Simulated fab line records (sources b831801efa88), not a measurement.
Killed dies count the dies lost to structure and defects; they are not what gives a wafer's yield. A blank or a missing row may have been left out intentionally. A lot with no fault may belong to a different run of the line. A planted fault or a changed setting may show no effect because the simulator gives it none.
Which tool did it? ; flow sky130 ; 6 lots, 18 wafers sampled, at 3 steps of a route of 708

WHAT THE GAUGES READ, wafer by wafer
SKY_SD_P_CD_MEAS_07 targets a cd of 380 nm.
lot;measured;on;cd nm (nm)
L442;day 26 13:31;cd sem-02;377.7 374.5 378.6
L447;day 28 10:20;cd sem-02;381.0 379.1 379.6
L449;day 28 15:47;cd sem-02;379.8 377.7 377.3
L451;day 29 15:01;cd sem-02;- - -
L460;day 32 02:02;cd sem-01;382.2 382.4 381.4
L462;day 32 15:07;cd sem-02;377.0 379.8 380.1

WHAT TOOL EACH LOT RAN ON (gives the tool, then ch and the chambers of the sampled wafers, and finally the start)
lot;SKY_LDD_HVN_STRIP_09;SKY_SD_P_EXPOSE_04
L442;plasma asher-01 ch 0,1, day 21 12:33;iline stepper-01 ch 0, day 25 23:23
L447;plasma asher-02 ch 0,1, day 23 10:58;iline stepper-01 ch 0, day 27 20:19
L449;plasma asher-01 ch 0,1, day 23 17:20;iline stepper-01 ch 0, day 28 02:29
L451;plasma asher-01 ch 0,1, day 24 16:44;iline stepper-01 ch 0, day 29 01:35
L460;plasma asher-01 ch 0,1, day 27 09:07;iline stepper-01 ch 0, day 31 12:58
L462;plasma asher-01 ch 0,1, day 27 21:56;iline stepper-02 ch 0, day 32 01:49
- SKY_LDD_HVN_STRIP_09: strips in O2/N2.
- SKY_SD_P_EXPOSE_04: exposes mask PSDM, target cd 380 nm.

THE ANSWER, worked out from the rows above alone
Rule: what is usual is taken from the lots themselves. The widest of any qualifying gaps counts: lots, ordered by their means at a reading, are off when they make up no more than a third of the lots, leave a main group of 4 or more, and stand apart from it by 3 or more times the standard deviation of that group's means. A main group whose means are all the same, to the digits that the tables above print for the reading, isn't used. Also off: a lot with no number at a reading for which 4 or more lots have one. The other lots that the step has rows for count as sound.
Off at SKY_SD_P_CD_MEAS_07 (cd nm): L451. Without a number there: L451. Main group: mean 379.2 nm, sd 1.7.
If a tool, at a process step before that reading, ran all the lots that are off and no sound lot after the first of them, it fits. Gauges at SKY_SD_P_CD_MEAS_07: tried the same way as those tools. Of those tried, none fits.

WHAT WAS PUT IN BY THE SIMULATOR
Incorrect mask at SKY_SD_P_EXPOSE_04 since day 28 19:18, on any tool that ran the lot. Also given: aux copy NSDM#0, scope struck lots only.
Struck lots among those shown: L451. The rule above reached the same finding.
